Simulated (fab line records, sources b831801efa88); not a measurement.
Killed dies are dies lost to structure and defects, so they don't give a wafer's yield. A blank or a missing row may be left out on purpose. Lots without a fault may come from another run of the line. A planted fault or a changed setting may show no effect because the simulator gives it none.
Which tool did it? | flow sfq_line | 15 lots, 45 wafers sampled, at 2 steps of a route of 325

WHAT THE GAUGES READ, wafer by wafer
SFQ_M1_RS_MEAS_909: measures by four-point-probe.
lot  | measured     | on            | M1_NB_RS (ohm/sq)
L328 | day 13 12:32 | film_metro-01 | 0.899 0.899 0.907
L329 | day 13 15:17 | film_metro-02 | 0.872 0.878 0.881
L330 | day 14 03:23 | film_metro-04 | 0.895 0.886 0.891
L331 | day 14 10:35 | film_metro-04 | 0.891 0.877 0.891
L332 | day 14 15:24 | film_metro-01 | 0.905 0.892 0.887
L333 | day 14 23:48 | film_metro-01 | 0.893 0.905 0.900
L334 | day 15 04:35 | film_metro-04 | 0.897 0.545 0.901
L335 | day 15 05:47 | film_metro-01 | 0.896 0.901 0.903
L336 | day 15 19:00 | film_metro-02 | 0.539 0.872 0.884
L338 | day 16 04:38 | film_metro-04 | 0.546 0.884 0.893
L343 | day 17 12:22 | film_metro-02 | 0.880 0.886 0.872
L344 | day 17 19:38 | film_metro-02 | 0.866 0.870 0.867
L346 | day 18 09:30 | film_metro-02 | 0.884 0.880 0.897
L348 | day 19 11:09 | film_metro-04 | 0.879 0.886 0.877
L351 | day 20 06:58 | film_metro-02 | 0.891 0.903 0.881

WHICH TOOL RAN EACH LOT (tool, then ch and the chambers of the sampled wafers, then the start)
lot  | SFQ_TRILAYER_M1_DEP_SPUTTER_037
L328 | pvd_sputter-03, day 13 12:25
L329 | pvd_sputter-04, day 13 15:08
L330 | pvd_sputter-06, day 14 03:18
L331 | pvd_sputter-03, day 14 10:29
L332 | pvd_sputter-03, day 14 15:17
L333 | pvd_sputter-03, day 14 23:41
L334 | pvd_sputter-03, day 15 04:29
L335 | pvd_sputter-06, day 15 05:41
L336 | pvd_sputter-03, day 15 18:53
L338 | pvd_sputter-03, day 16 04:32
L343 | pvd_sputter-04, day 17 12:17
L344 | pvd_sputter-04, day 17 19:29
L346 | pvd_sputter-03, day 18 09:25
L348 | pvd_sputter-04, day 19 11:04
L351 | pvd_sputter-04, day 20 06:51
- SFQ_TRILAYER_M1_DEP_SPUTTER_037: material Nb, target thk 200 nm, time 133.3 s.

WHAT THE TOOLS THEMSELVES READ (means of the sampled wafers that have a number; where no wafer has one, the mark that the record gives instead)
SFQ_TRILAYER_M1_DEP_SPUTTER_037.
lot  | tool           | substrate_temp_c (C) | throttle_valve_pct (%)
L328 | pvd_sputter-03 | 19.89                | 29.6
L329 | pvd_sputter-04 | 20.04                | 30.2
L330 | pvd_sputter-06 | 19.95                | 30.4
L331 | pvd_sputter-03 | 19.92                | 29.1
L332 | pvd_sputter-03 | 20.03                | 29.5
L333 | pvd_sputter-03 | 19.99                | 30.2
L334 | pvd_sputter-03 | 19.86                | 30.2
L335 | pvd_sputter-06 | 20.07                | 31.2
L336 | pvd_sputter-03 | 19.94                | 29.6
L338 | pvd_sputter-03 | 19.99                | 29.5
L343 | pvd_sputter-04 | 20.02                | 31.1
L344 | pvd_sputter-04 | 19.89                | 29.8
L346 | pvd_sputter-03 | 19.97                | 29.1
L348 | pvd_sputter-04 | 20.05                | 30.1
L351 | pvd_sputter-04 | 20.10                | 29.9

THE ANSWER, worked out from the rows above alone
Rule: what is usual is taken from the lots themselves. Put in order of their means at a reading, lots are off if they are a third of the lots or fewer, leave a main group of 4 or more, and stand apart from it by a gap of 3 or more times the standard deviation of the main group's means; of several such gaps the widest counts. A main group whose means are all the same, to the digits that the tables above print for the reading, isn't used. A lot without any number at a reading at which 4 lots or more have one is off too. The other lots that the step has rows for count as sound. The gauges are gone through in route order, then the tools' own readings, and for those a lot's mean is taken as printed above. The first step at which some lot is off is used, and at that step the reading that is off furthest; a lot without a number counts as furthest.
Off: L334, L336, L338, at SFQ_M1_RS_MEAS_909 (M1_NB_RS). The main group: mean 0.888 ohm/sq, standard deviation 0.01.
A tool fits if, at a process step before that reading, it ran every lot that is off, and no sound lot after the first of them. The gauges at SFQ_M1_RS_MEAS_909 are tried like those tools. None of those tried fits.

WHAT THE SIMULATOR HAD PUT IN
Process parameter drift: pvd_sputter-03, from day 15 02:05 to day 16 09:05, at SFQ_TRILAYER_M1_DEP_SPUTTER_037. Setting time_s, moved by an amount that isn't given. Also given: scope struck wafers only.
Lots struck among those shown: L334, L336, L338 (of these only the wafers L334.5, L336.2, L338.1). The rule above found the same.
